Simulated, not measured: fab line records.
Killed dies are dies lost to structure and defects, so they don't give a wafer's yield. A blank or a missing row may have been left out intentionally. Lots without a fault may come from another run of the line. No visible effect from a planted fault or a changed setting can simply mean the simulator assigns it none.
Which tool did it? | flow gf180mcu | 33 wafers from 11 lots sampled at 5 of the route's 602 steps

== WHAT THE GAUGES READ, wafer by wafer ==
GF_V4_BOW_MEAS_05.
lot  | measured     | on            | V4_BOW (um)
L981 | day 23 17:10 | film metro-01 | 133 136 122
L983 | day 24 06:29 | film metro-01 | 126 141 127
L984 | day 24 16:56 | film metro-04 | 123 126 133
L986 | day 25 06:31 | film metro-04 | 132 113 118
L987 | day 25 21:58 | film metro-01 | 132 138 140
L988 | day 25 22:36 | film metro-03 | 135 134 135
L994 | day 28 03:35 | film metro-03 | 126 136 122
L996 | day 29 03:52 | film metro-03 | 147 141 136
L999 | day 29 19:58 | film metro-04 | 129 131 148
L101 | day 30 02:16 | film metro-01 | 114 113 127
L102 | day 30 09:23 | film metro-04 | 129 135 143

== WHICH TOOL RAN EACH LOT (tool, then ch and the chambers of the sampled wafers, then the start) ==
lot  | GF_M4_SPUTTER_01             | GF_M4_SPUTTER_03             | GF_M4_METAL_ETCH_16               | GF_M4_STRIP_17
L981 | pvd sputter-04, day 22 16:58 | pvd sputter-04, day 22 17:02 | rie metal-03 ch 0,1, day 23 15:55 | plasma asher-02 ch 0, day 23 16:03
L983 | pvd sputter-02, day 23 06:18 | pvd sputter-02, day 23 06:22 | rie metal-04 ch 0,1, day 24 04:55 | plasma asher-02 ch 0,1, day 24 05:03
L984 | pvd sputter-03, day 23 17:46 | pvd sputter-03, day 23 17:49 | rie metal-02 ch 0,1, day 24 15:43 | plasma asher-04 ch 0,1, day 24 15:50
L986 | pvd sputter-04, day 24 07:48 | pvd sputter-04, day 24 07:52 | rie metal-04 ch 0,1, day 25 05:16 | plasma asher-01 ch 0,1, day 25 05:23
L987 | pvd sputter-04, day 24 23:37 | pvd sputter-04, day 24 23:40 | rie metal-02 ch 0,1, day 25 20:43 | plasma asher-04 ch 0,1, day 25 20:51
L988 | pvd sputter-02, day 24 23:55 | pvd sputter-02, day 24 23:58 | rie metal-04 ch 0,1, day 25 21:22 | plasma asher-01 ch 0,1, day 25 21:30
L994 | pvd sputter-03, day 27 07:33 | pvd sputter-03, day 27 07:37 | rie metal-02 ch 0,1, day 28 02:22 | plasma asher-01 ch 1, day 28 02:30
L996 | pvd sputter-04, day 28 07:04 | pvd sputter-04, day 28 07:07 | rie metal-02 ch 0, day 29 02:19   | plasma asher-02 ch 0,1, day 29 02:32
L999 | pvd sputter-02, day 28 23:20 | pvd sputter-02, day 28 23:24 | rie metal-03 ch 0,1, day 29 18:44 | plasma asher-04 ch 0,1, day 29 18:52
L101 | pvd sputter-04, day 29 06:25 | pvd sputter-04, day 29 06:28 | rie metal-04 ch 0,1, day 30 01:03 | plasma asher-04 ch 0,1, day 30 01:11
L102 | pvd sputter-04, day 29 13:37 | pvd sputter-04, day 29 13:40 | rie metal-04 ch 0,1, day 30 08:07 | plasma asher-02 ch 0,1, day 30 08:14
- GF_M4_SPUTTER_01: material TiN, target thk 30 nm, time 25 s.
- GF_M4_SPUTTER_03: material Ti, target thk 10 nm, time 6.7 s.
- GF_M4_METAL_ETCH_16: etches the open film in Cl2/BCl3, stops on SiO2, target depth 750.8 nm, time 125.1 s.
- GF_M4_STRIP_17: strips in O2/N2.

== THE ANSWER, worked out from the rows above alone ==
Rule: the lots themselves supply what counts as usual. The widest of any qualifying gaps counts: lots, ordered by their means at a reading, are off when they make up no more than a third of the lots, leave a main group of 4 or more, and stand apart from it by 3 or more times the standard deviation of that group's means. A main group whose means are all the same, to the digits that the tables above print for the reading, isn't used. Also off: a lot with no number at a reading for which 4 or more lots have one. Any other lot the step has rows for is counted as sound.
No lot is off on any of the readings shown, so nothing can be concluded from this.

== WHAT HAD BEEN PUT IN BY THE SIMULATOR ==
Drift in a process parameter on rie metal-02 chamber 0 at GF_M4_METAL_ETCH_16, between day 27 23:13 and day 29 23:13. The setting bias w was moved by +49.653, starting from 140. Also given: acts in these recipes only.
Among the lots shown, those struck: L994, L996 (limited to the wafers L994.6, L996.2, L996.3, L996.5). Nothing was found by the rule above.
